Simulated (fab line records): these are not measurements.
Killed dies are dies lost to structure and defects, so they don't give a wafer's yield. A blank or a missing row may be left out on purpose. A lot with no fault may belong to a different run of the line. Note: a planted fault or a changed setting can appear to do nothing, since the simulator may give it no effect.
Chamber matching | flow sky130 | rie_diel-02 running SKY_LI_CONTACT_ETCH_14: 4 sister chambers
The step etches BARC in N2/H2, stops on SiO2, time 45.9 s, target depth 60 nm. 16 wafers are shown with their chamber, then 8 later ones without.

== WAFERS WITH THEIR CHAMBER ==
wafer  | chamber | oes_product_au (a.u.) | h2_flow_sccm (sccm) | throttle_valve_pct (%)
L265.2 | 1       | 0.849                 | 200.3               | 13.224
L265.4 | 2       | 0.861                 | 200.0               | 13.240
L265.6 | 2       | 0.845                 | 199.6               | 13.223
L269.1 | 2       | 0.853                 | 199.1               | 13.211
L269.3 | 0       | 0.858                 | 200.1               | 13.218
L269.5 | 0       | 0.866                 | 200.4               | 13.242
L268.1 | 2       | 0.852                 | 200.1               | 13.232
L268.3 | 3       | 0.859                 | 200.7               | 13.226
L268.4 | 1       | 0.851                 | 200.2               | 13.223
L273.3 | 2       | 0.852                 | 199.9               | 13.220
L273.4 | 1       | 0.853                 | 200.8               | 13.228
L273.5 | 3       | 0.850                 | 200.7               | 13.236
L276.1 | 2       | 0.855                 | 200.1               | 13.227
L276.4 | 2       | 0.844                 | 199.6               | 13.246
L276.6 | 0       | 0.857                 | 199.6               | 13.238
L281.2 | 3       | 0.857                 | 199.5               | 13.226

SIGNATURES (means of the wafers above)
reading            | chamber 0 | chamber 1 | chamber 2 | chamber 3 | scatter within a chamber
oes_product_au     | 0.86033   | 0.85100   | 0.85171   | 0.85533   | 0.00504
h2_flow_sccm       | 200.033   | 200.433   | 199.771   | 200.300   | 0.437
throttle_valve_pct | 13.23267  | 13.22500  | 13.22843  | 13.22933  | 0.0103
Rule: for a wafer and a chamber, the distance is found by dividing, reading by reading, the gap between the wafer's reading and the chamber's mean by the reading's scatter, squaring, summing and taking the root. If the next closest chamber is less than 2 further off than the closest, the wafer can't be placed; otherwise it belongs to the closest. The scatter: take each reading less its chamber's mean, square it, sum over the shown wafers, divide by the number of wafers less the number of chambers, and take the root.

== WAFERS WITHOUT THEIR CHAMBER ==
wafer  | oes_product_au (a.u.) | h2_flow_sccm (sccm) | throttle_valve_pct (%)
L281.4 | 0.851                 | 199.3               | 13.218
L281.5 | 0.852                 | 200.6               | 13.220
L282.2 | 0.850                 | 199.2               | 13.221
L282.4 | 0.852                 | 199.0               | 13.220
L282.6 | 0.862                 | 199.6               | 13.239
L285.1 | 0.847                 | 199.7               | 13.233
L285.3 | 0.858                 | 199.4               | 13.231
L285.4 | 0.853                 | 199.6               | 13.205

== WHICH CHAMBER EACH ONE RAN IN ==
wafer  | from the rows above               | in truth
L281.4 | can't be placed: 2 or 3 or 1 or 0 | 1
L281.5 | can't be placed: 1 or 3 or 2 or 0 | 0
L282.2 | can't be placed: 2 or 3 or 1 or 0 | 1
L282.4 | can't be placed: 2 or 0 or 3 or 1 | 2
L282.6 | can't be placed: 0 or 3 or 2 or 1 | 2
L285.1 | can't be placed: 2 or 1 or 3 or 0 | 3
L285.3 | can't be placed: 2 or 0 or 3 or 1 | 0
L285.4 | can't be placed: 2 or 1 or 3 or 0 | 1
Correct placement for 0 of the 8. These rows do not allow placing 8 (true chamber among the candidates in 8). Wrongly placed: 0.
